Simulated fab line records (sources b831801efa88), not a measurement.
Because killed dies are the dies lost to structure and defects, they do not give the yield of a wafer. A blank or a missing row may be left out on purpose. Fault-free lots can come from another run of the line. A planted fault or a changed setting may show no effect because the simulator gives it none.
Comparing a struck lot with a sound one / flow gf180mcu / 14 steps out of a route of 602
Sound: the wafers L750.2, L750.5, L750.6. The struck wafers were L758.2, L758.4, L758.6. At the end, the cause is stated.
For every step that has rows: the tool of each side, followed by ch and its chambers, followed by its first start. Under that, the readings that differ: sound wafers / struck wafers / difference of the means / sigmas: that difference in standard deviations of wafers without a fault.
alike: words and numbers the same on both sides, and readings whose means are apart by under 2 such deviations; not compared: readings that were withheld, readings missing a value for some wafer, numbers with overlapping values and no deviation given by the record, and bounds like >300 which may hide the same value.
The two part at a step that has a row with sigmas, a row that says differs or no value, or rows on one side only. Numbers that don't overlap but have no deviation are shown without sigmas and don't part them. Lack of a reading on every wafer of one side parts them only where that side has two or more wafers.

first, 2 steps without rows for these wafers: GF_NSD_PEB_05; GF_NSD_DEVELOP_06 (develop time 60 s).
GF_NSD_CD_MEAS_07 targets a cd of 400 nm.
  struck on cd sem-02, day 16 08:38; sound on cd sem-02, day 13 11:53
  alike: cd nm
GF_NSD_OVL_MEAS_08:
  struck on overlay-02, day 16 08:45; sound on overlay-01, day 13 11:59
reading=NSD_OVL (nm); sound=-4.1 -3.4 -2.9; struck=-0.7 -1.0 -1.3; difference=+2.5; sigmas=+2
then, 2 steps without rows for these wafers: GF_NSD_IMPLANT_09; GF_NSD_IMPLANT_10.
GF_NSD_STRIP_11: strips in O2/N2.
  sound on plasma asher-03 ch 0,1, day 13 12:19; struck on plasma asher-03 ch 0,1, day 16 09:05
  alike: drypump motor current A, heater power w, oes product au, strip time to endpoint s
  not compared: rf hours counter h
GF_NSD_TW_MEAS_12:
  struck on film metro-02, day 16 09:11; sound on film metro-02, day 13 12:26
  alike: NSD_TW
then, 4 steps without rows for these wafers: GF_PSD_DEHYDRATE_00 (time 60 s); GF_PSD_HMDS_01 (prime time 60 s); GF_PSD_COAT_02 (resist thk 1000 nm); GF_PSD_SOFTBAKE_03 (time 60 s).
GF_PSD_EXPOSE_04: exposes mask Pplus, target cd 400 nm.
  sound on iline stepper-01 ch 0, day 13 22:44; struck on iline stepper-01, day 16 20:34
  no value came back on the struck wafers for exposure dose mJ cm2, focus offset nm (nm); on the sound wafers exposure dose mJ cm2 reads 139.79 139.96 139.96
  alike: mask
then, 1 step without rows for these wafers: GF_PSD_PEB_05.

WHERE THEY PART
Earliest at GF_NSD_OVL_MEAS_08; latest, in this record, at GF_PSD_EXPOSE_04.

WHY: whatever the simulator had introduced
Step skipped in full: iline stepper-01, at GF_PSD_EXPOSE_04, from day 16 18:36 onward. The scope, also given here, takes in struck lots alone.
